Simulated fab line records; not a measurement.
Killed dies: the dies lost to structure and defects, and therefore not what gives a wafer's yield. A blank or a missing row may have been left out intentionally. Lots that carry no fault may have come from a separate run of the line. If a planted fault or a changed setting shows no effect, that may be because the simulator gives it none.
Chamber matching ; flow sky130 ; pecvd-03 running SKY_CAPM_CVD_00: 3 sister chambers
The step deposits SiO2, target thk 15.5 nm. 6 wafers are shown with their chamber, then 11 later ones without.

== EACH WAFER AND ITS CHAMBER ==
wafer;chamber;heaterPowerW (W)
L084.4;2;709
L084.6;1;733
L086.1;1;792
L086.2;0;467
L086.3;2;634
L086.4;0;447

== WAFERS WITH NO CHAMBER GIVEN ==
wafer;heaterPowerW (W)
L086.5;644
L086.6;782
L092.1;666
L092.4;465
L092.6;618
L093.2;801
L093.4;482
L093.6;705
L096.1;636
L096.2;523
L096.6;537

== WHICH CHAMBER EACH WENT THROUGH ==
wafer;from the rows above;in truth
L086.5;2;2
L086.6;1;1
L092.1;2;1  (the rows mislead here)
L092.4;0;0
L092.6;2;2
L093.2;1;1
L093.4;0;0
L093.6;can't be placed: 2 or 1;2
L096.1;2;2
L096.2;0;0
L096.6;can't be placed: 0 or 2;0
8 of 11 placed correctly. Unplaceable from these rows: 2, with the true chamber sitting among the candidates in 2. Wrongly placed: 1.
How it was worked out, from the rows above alone: a wafer's distance from a chamber is the root of the sum, over the readings, of the square of ((its reading less the chamber's mean) divided by the reading's scatter). The wafer belongs to the nearest chamber; if the next one is less than 2 further off, it can't be placed. For every chamber, the mean is computed from those of its wafers that are shown. How the scatter is found: for the shown wafers, subtract from each reading the mean of its chamber, square and add these, divide the total by (wafers less chambers), then take the root.
